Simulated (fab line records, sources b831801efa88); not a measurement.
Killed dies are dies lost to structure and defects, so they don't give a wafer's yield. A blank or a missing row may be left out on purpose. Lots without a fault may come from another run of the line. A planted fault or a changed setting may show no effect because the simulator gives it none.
Problem report in the 8D (eight disciplines) form, filled by code | flow sky130 | the parts of the form that need people (team, actions taken, sign-off) are left out

1. THE PROBLEM
SD_P_TW at SKY_SD_P_TW_MEAS_11 reads a mean of 2911 on 6 wafers of 2 lots; wafers without a fault read 2817 with a standard deviation of 20. That is +4.7 standard deviations from the usual mean.
First seen on wafer L121.1, day 31 10:47, on film_metro-01. The record holds 30 wafers of 10 lots with a number at this step. Rule for "out", or "out of limits": more than 4 standard deviations from the usual mean. The other wafers with a number count as sound.

2. WHAT IT IS AND WHAT IT IS NOT
question                    | is                           | is not
which readings at this step | SD_P_TW                      | -
which lots                  | L121, L126                   | L108, L109, L111, L112, L114, L115, L118, L128
which wafers of those lots  | all that have a number       | -
read on which gauges        | film_metro-01, film_metro-03 | film_metro-02
when                        | from day 31 10:47            | up to then (21 sound wafers); but 3 sound wafers of L128 came after

3. SUSPECTS, AND WHAT RULES EACH OUT
Counting: a tool at a process step up to the reading stays a suspect if it ran every lot that is out and no sound lot after the first of them.
- the gauge at SKY_SD_P_TW_MEAS_11: ruled out. The wafers that are out were read on 2 gauges (film_metro-01, film_metro-03).
- plasma_asher-03 at SKY_LDD_LDN_STRIP_12 (strips in O2/N2): kept. It ran every lot that is out, first L121 (day 29 00:23), and no sound lot after that; its last sound lot up to then is L118 (day 27 07:02).
- implanter-01 at SKY_SD_P_IMPLANT_09: kept. It ran every lot that is out, first L121 (day 31 10:32), and no sound lot after that; its last sound lot up to then is L118 (day 29 17:45). Its own readings are out on those wafers: dose_ions_cm2.
Left after counting: plasma_asher-03 at SKY_LDD_LDN_STRIP_12, implanter-01 at SKY_SD_P_IMPLANT_09.

4. THE CAUSE (what the simulator had put in)
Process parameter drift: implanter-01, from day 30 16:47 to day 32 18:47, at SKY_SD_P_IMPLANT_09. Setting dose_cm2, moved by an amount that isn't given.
Counting left 2 suspects, and this tool is among them.

5. THE CHAIN OF EFFECTS, in route order
Each row: a reading whose mean over the struck wafers that have a number lies more than 3 standard deviations from the usual. Only readings for which the record gives a usual standard deviation are gone through. hours: the time from each lot's start at the first step in this table that gives one to its start at this step, as a median over the lots. sigmas: the change in usual standard deviations.
hours | step                | reading                  | usual        | on struck wafers | change | sigmas
0     | SKY_SD_P_IMPLANT_09 | beam_on_s                | 13.3 s       | 18.6             | +5.3   | +3.3
0     | SKY_SD_P_IMPLANT_09 | dose_ions_cm2            | 3e+15        | 4e+15            | +8e+14 | +99 or more
0     | SKY_SD_P_STRIP_10   | strip_time_to_endpoint_s | 17.48 s      | 17.95            | +0.47  | +11
0     | SKY_SD_P_TW_MEAS_11 | SD_P_TW                  | 2817         | 2911             | +94    | +4.7
54    | SKY_SD_N_RS_MEAS_17 | SD_P_RS                  | 147.2 ohm/sq | 144.0            | -3.2   | -8.7
The process steps in it:
- SKY_SD_P_IMPLANT_09
- SKY_SD_P_STRIP_10: strips in O2/N2.

6. WHAT WOULD HAVE CAUGHT IT SOONER
In this record the first reading out of limits at a measuring or inspecting step was taken at day 31 10:47, 18 hours after the fault began at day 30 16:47.
The tool's own readings at SKY_SD_P_IMPLANT_09 were out on every struck wafer that the step has a row for (dose_ions_cm2): an alarm limit on them would have fired on the first of those.
Of the lots that are out (2), L126 began SKY_SD_P_IMPLANT_09 on implanter-01 after day 31 10:47. A hold on the tool at that time would have spared it.
